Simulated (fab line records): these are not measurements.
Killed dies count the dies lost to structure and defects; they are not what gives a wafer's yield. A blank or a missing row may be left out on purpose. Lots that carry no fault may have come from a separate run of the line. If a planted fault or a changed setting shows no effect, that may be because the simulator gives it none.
Code-filled problem report in 8D (eight disciplines) form -- flow gf180mcu -- the parts of the form that need people (team, actions taken, sign-off) are left out

## 1. THE ISSUE
V5_CVD_02_THK at GF_V5_THK_MEAS_03 reads a mean of 1867 nm on 1 wafer of 1 lot; wafers without a fault read 1448 nm with a standard deviation of 20. Relative to the usual mean, that is a shift of +21 standard deviations.
First observed at day 30 18:20: wafer L302.4, on film_metro-01. The record holds 39 wafers of 13 lots with a number at this step. Rule for "out", or "out of limits": more than 4 standard deviations from the usual mean. All remaining wafers that have a number are taken as sound.

## 2. WHAT IT IS, WHAT IT ISN'T
question,is,is not
which readings at this step,V5_CVD_02_THK,-
which lots,L302,"L287, L288, L289, L290, L293, L294, L295, L297, L298, L300, L304, L310"
which wafers of those lots,L302.4,"L302.2, L302.3"
read on which gauges,film_metro-01,"film_metro-02, film_metro-04"
when,from day 30 18:20,"up to then (32 sound wafers); but 6 sound wafers of L304, L310 came after"

## 3. SUSPECTS, AND WHAT RULES EACH OUT
Counting: a tool at a process step up to the reading stays a suspect if it ran every lot that is out. Sound lots after the first of them don't rule it out here, since some wafers of a struck lot are sound.
- the gauge at GF_V5_THK_MEAS_03: kept. All the wafers that are out were read on film_metro-01, and no step on other tools shows them out.
- pvd_sputter-04 at GF_MIM_SPUTTER_02 (material AlCu, target thk 450 nm, time 23.9 s): kept. It ran the lot that is out, L302 (day 29 02:16); its last sound lot up to then is L287 (day 25 07:19).
- pvd_sputter-04 at GF_MIM_SPUTTER_04 (material TiN, target thk 50 nm, time 41.7 s): kept. It ran the lot that is out, L302 (day 29 02:19); its last sound lot up to then is L287 (day 25 07:22).
- pecvd-01 at GF_V5_CVD_02 (deposits SiO2 from TEOS, target thk 1450 nm, time 163.28 s): kept. It ran the lot that is out, L302 (day 30 18:14); its last sound lot up to then is L300 (day 29 21:01).
- pecvd-01, GF_V5_CVD_02: wafers that are out in chamber 0, sound lot-mates in chambers 1, 2.
Left after counting: pvd_sputter-04 at GF_MIM_SPUTTER_02, pvd_sputter-04 at GF_MIM_SPUTTER_04, pecvd-01 at GF_V5_CVD_02, film_metro-01 at GF_V5_THK_MEAS_03.

## 4. THE CAUSE (what the simulator had put in)
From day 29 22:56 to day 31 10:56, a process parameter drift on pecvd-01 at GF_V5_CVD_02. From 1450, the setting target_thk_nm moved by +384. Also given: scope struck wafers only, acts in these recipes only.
After counting, 4 suspects remain, this tool included.

## 5. THE CHAIN OF EFFECTS, in route order
Each row: a reading where the mean over the struck wafers with a number is more than 3 standard deviations away from the usual. Readings are gone through only where the record gives a usual standard deviation; hours: the median, over the lots, of the time from a lot's start at the first step in this table giving one to that lot's start at this step; sigmas: the change measured in usual standard deviations.
hours,step,reading,usual,on struck wafers,change,sigmas
0,GF_V5_THK_MEAS_03,V5_CVD_02_THK,1448 nm,1867,+419,+21
Later steps that measure or inspect, where all struck wafers having a row at the step show a number for every such reading and not one has moved that far: GF_V5_OVL_MEAS_15.

## 6. WHAT WOULD HAVE CAUGHT IT SOONER
The first out-of-limits reading at a measuring or inspecting step in this record came at day 30 18:20, 19 hours after the fault's start at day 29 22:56.
Tool readings at GF_V5_CVD_02 with a usual standard deviation given in the record: none out on any struck wafer, hence no alarm at a limit of 4 standard deviations on them.
Lots out: 1; all had begun GF_V5_CVD_02 on pecvd-01 by day 30 18:20. None of them would have been spared by holding the tool at that moment.
